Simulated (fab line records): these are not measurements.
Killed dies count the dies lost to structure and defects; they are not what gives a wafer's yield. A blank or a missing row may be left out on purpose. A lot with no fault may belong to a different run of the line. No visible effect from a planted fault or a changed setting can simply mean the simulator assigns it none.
A struck lot beside a sound one	flow sky130	17 steps out of a route of 708
Sound: these wafers, L218.1, L218.2, L218.3. Wafers L222.2, L222.4, L222.6 were the ones struck. At the end, the cause is stated.
Per side, at each step with rows, come the tool, then ch with its chambers, and then its first start. Under that, the readings that differ: sound wafers	struck wafers	difference of the means	sigmas: that difference in standard deviations of wafers without a fault.
alike: readings with means less than 2 such deviations apart, plus words and numbers identical on both sides. not compared: withheld readings, readings lacking a value on some wafer, bounds such as >300 that could conceal the same value, and numbers that have no deviation in the record and whose values overlap.
A row with sigmas, a row that says differs or no value, or rows on one side alone: a step with any of these is where the two part. Non-overlapping numbers with no deviation appear without sigmas and do not part them. Lack of a reading on every wafer of one side parts them only where that side has two or more wafers.

first, 1 step without rows for these wafers: SKY_VT_ADJUST_NCORE_IMPLANT_09.
SKY_VT_ADJUST_NCORE_STRIP_10: strips in O2/N2.
  sound on plasma_asher-04 ch 0,1, day 9 00:34; struck on plasma_asher-02 ch 0,1, day 10 03:25
  alike: drypump_motor_current_A, oes_product_au, strip_time_to_endpoint_s
  not compared: rf_hours_counter_h
SKY_VT_ADJUST_NCORE_TW_MEAS_11:
  sound on film_metro-04 at day 9 00:40; struck on film_metro-03 at day 10 03:31
  alike: VT_ADJUST_NCORE_TW
then, 7 steps without rows for these wafers: SKY_VT_ADJUST_HVTR_DEHYDRATE_00 (time 60 s); SKY_VT_ADJUST_HVTR_HMDS_01 (prime time 60 s); SKY_VT_ADJUST_HVTR_COAT_02 (resist thk 1140 nm); SKY_VT_ADJUST_HVTR_SOFTBAKE_03 (time 60 s); SKY_VT_ADJUST_HVTR_EXPOSE_04 (exposes mask HVTRM, target cd 380 nm); SKY_VT_ADJUST_HVTR_PEB_05; SKY_VT_ADJUST_HVTR_DEVELOP_06 (develop time 60 s).
SKY_VT_ADJUST_HVTR_CD_MEAS_07 targets a cd of 380 nm.
  sound on cd_sem-02 at day 9 22:13; struck on cd_sem-01 at day 11 02:23
  alike: cd_nm
SKY_VT_ADJUST_HVTR_OVL_MEAS_08:
  sound on overlay-02 at day 9 22:20; struck on overlay-02 at day 11 02:29
  alike: VT_ADJUST_HVTR_OVL
SKY_VT_ADJUST_HVTR_IMPLANT_09:
  sound on implanter-03 ch 0, day 9 22:22; struck on implanter-03 ch 0, day 11 02:33
reading	sound	struck	difference	sigmas
dose_ions_cm2	2.0975e+12 2.0975e+12 2.1026e+12	2.785e+12 2.7841e+12 2.7819e+12	+6.845e+11	+99 or more
faraday_current_uA	11.98 11.63 11.91	16.08 16.05 16.01	+4.21	+18
  alike: end_station_pressure_torr
SKY_VT_ADJUST_HVTR_STRIP_10: strips in O2/N2.
  sound on plasma_asher-02 ch 0,1, day 9 22:31; struck on plasma_asher-02 ch 0,1, day 11 02:40
  alike: drypump_motor_current_A, oes_product_au, strip_time_to_endpoint_s
  not compared: rf_hours_counter_h
SKY_VT_ADJUST_HVTR_TW_MEAS_11:
  sound on film_metro-02 at day 9 22:37; struck on film_metro-02 at day 11 02:47
reading	sound	struck	difference	sigmas
VT_ADJUST_HVTR_TW	209.2 208.3 208.2	224.9 224.3 224.5	+16.0	+9
then, 1 step without rows for these wafers: SKY_VT_ADJUST_PCH_DEHYDRATE_00 (time 60 s).
-- record jumps: 36 days separate the struck wafers' starts on either side; left off in module VT_ADJUST_PCH, taken up again in module PAD_OPEN, whose first shown step is the route's number 708 --
SKY_PAD_OPEN_PROBE_99:
  sound on prober-01 at day 46 02:29; struck on prober-01 at day 47 06:29
reading	sound	struck	difference	sigmas
killed_open	53 51 57	33 37 33	-19	-3
model.etest.pfet_01v8_mvt.drive_ua_um	151.2 152.1 147.4	165.9 167.3 164.6	+15.7	
model.etest.pfet_01v8_mvt.off_log10_a_um	-11.16 -11.09 -11.29	-9.308 -9.404 -9.439	+1.796	
model.etest.pfet_01v8_mvt.vt_sat_v (V)	-0.6067 -0.6046 -0.6191	-0.4373 -0.4371 -0.4449	+0.1704	
model.etest.pfet_01v8_mvt.vt_v (V)	-0.6924 -0.6884 -0.697	-0.535 -0.5415 -0.5416	+0.153	
model.etest.pfet_01v8_mvt.vt_long_v (V)	-0.8907 -0.894 -0.8926	-0.7623 -0.7668 -0.7653	+0.1276	
model.etest.pfet_01v8_mvt.body_rise_v (V)	-0.1771 -0.1762 -0.1782	-0.1997 -0.2001 -0.1982	-0.0222	
  alike: killed_at_M0_to_M3, killed_at_M4_up, killed_at_contacts, killed_at_front_end, killed_at_other, killed_dies, killed_short

WHERE THEY PART
Last at SKY_PAD_OPEN_PROBE_99 as far as this record goes, first at SKY_VT_ADJUST_HVTR_IMPLANT_09.

WHY: what the simulator had put in
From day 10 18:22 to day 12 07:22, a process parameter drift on implanter-03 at SKY_VT_ADJUST_HVTR_IMPLANT_09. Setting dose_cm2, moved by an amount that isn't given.
